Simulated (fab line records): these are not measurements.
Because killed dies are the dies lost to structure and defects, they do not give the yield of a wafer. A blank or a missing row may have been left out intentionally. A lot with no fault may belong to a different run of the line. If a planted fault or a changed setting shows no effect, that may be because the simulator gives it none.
Which tool is to blame?	flow gf180mcu	Sampling: 11 lots, 33 wafers, 5 of 602 route steps

## WHAT THE GAUGES SHOWED, per wafer
GF_MIM_RS_MEAS_10: a four-point-probe measurement.
lot	measured	on	MIM_ALCU_RS (ohm/sq)
L306	day 25 03:32	film_metro-04	0.1600 0.1612 0.1611
L308	day 25 20:50	film_metro-04	0.1622 0.1612 0.1620
L310	day 26 23:00	film_metro-03	0.1587 0.1605 0.1592
L312	day 27 03:16	film_metro-03	0.1574 0.1575 0.1566
L313	day 27 09:55	film_metro-04	0.1595 0.1579 0.1585
L317	day 28 20:02	film_metro-04	0.1623 0.1622 0.1598
L318	day 28 21:44	film_metro-04	0.1613 0.1603 0.1621 0.1616 0.1598 0.1621
L319	day 29 02:23	film_metro-01	0.1584 0.1585 0.1565
L320	day 29 08:31	film_metro-01	0.1621 0.1626 0.1612 0.1620 0.1625 0.1614
L325	day 30 17:10	film_metro-03	0.1597 0.1593 0.1586
L327	day 31 03:31	film_metro-03	0.1585 0.1597 0.1592

## WHAT TOOL EACH LOT RAN ON (gives the tool, then ch and the chambers of the sampled wafers, and finally the start)
lot	GF_V4_SPUTTER_21	GF_MIM_SPUTTER_01	GF_MIM_CVD_05	GF_MIM_SPUTTER_07
L306	pvd_sputter-01, day 25 02:23	pvd_sputter-02, day 25 03:10	pecvd-04 ch 0,1,2, day 25 03:17	pvd_sputter-04, day 25 03:23
L308	pvd_sputter-02, day 25 19:44	pvd_sputter-04, day 25 20:32	pecvd-04 ch 0,1,2, day 25 20:39	pvd_sputter-03, day 25 20:44
L310	pvd_sputter-04, day 26 21:53	pvd_sputter-03, day 26 22:41	pecvd-02 ch 0,1, day 26 22:49	pvd_sputter-02, day 26 22:54
L312	pvd_sputter-04, day 27 02:10	pvd_sputter-02, day 27 02:57	pecvd-02 ch 0,1,2, day 27 03:04	pvd_sputter-04, day 27 03:10
L313	pvd_sputter-04, day 27 08:49	pvd_sputter-02, day 27 09:36	pecvd-03 ch 0,1,2, day 27 09:43	pvd_sputter-03, day 27 09:49
L317	pvd_sputter-04, day 28 18:55	pvd_sputter-02, day 28 19:42	pecvd-02 ch 0,2, day 28 19:49	pvd_sputter-03, day 28 19:55
L318	pvd_sputter-02, day 28 20:38	pvd_sputter-02, day 28 21:25	pecvd-03 ch 0,1,2, day 28 21:32	pvd_sputter-03, day 28 21:38
L319	pvd_sputter-02, day 29 01:14	pvd_sputter-02, day 29 02:02	pecvd-03 ch 0,1, day 29 02:09	pvd_sputter-04, day 29 02:15
L320	pvd_sputter-04, day 29 07:23	pvd_sputter-02, day 29 08:11	pecvd-02 ch 0,1,2, day 29 08:18	pvd_sputter-03, day 29 08:23
L325	pvd_sputter-01, day 30 16:02	pvd_sputter-03, day 30 16:50	pecvd-03 ch 1,2, day 30 16:58	pvd_sputter-02, day 30 17:03
L327	pvd_sputter-04, day 31 02:25	pvd_sputter-03, day 31 03:12	pecvd-03 ch 0,1,2, day 31 03:19	pvd_sputter-02, day 31 03:25
- GF_V4_SPUTTER_21: material Ti, target thk 15 nm, time 80.02 s.
- GF_MIM_SPUTTER_01: material TiN, target thk 30 nm, time 25 s.
- GF_MIM_CVD_05: deposits Si3N4, target thk 42 nm, time 29.086 s.
- GF_MIM_SPUTTER_07: material TiN, target thk 60 nm, time 50 s.

## THE ANSWER, worked out from the rows above alone
Rule: the usual values come from the lots themselves. Put in order of their means at a reading, lots are off if they are a third of the lots or fewer, leave a main group of 4 or more, and stand apart from it by a gap of 3 or more times the standard deviation of the main group's means; of several such gaps the widest counts. The tables above print the reading to a certain number of digits; a main group whose means all agree to those digits is not used. Also off: a lot with no number at a reading for which 4 or more lots have one. Any other lot the step has rows for is counted as sound.
No lot is off at any reading shown: from this, nothing can be told.

## WHAT HAD BEEN PUT IN BY THE SIMULATOR
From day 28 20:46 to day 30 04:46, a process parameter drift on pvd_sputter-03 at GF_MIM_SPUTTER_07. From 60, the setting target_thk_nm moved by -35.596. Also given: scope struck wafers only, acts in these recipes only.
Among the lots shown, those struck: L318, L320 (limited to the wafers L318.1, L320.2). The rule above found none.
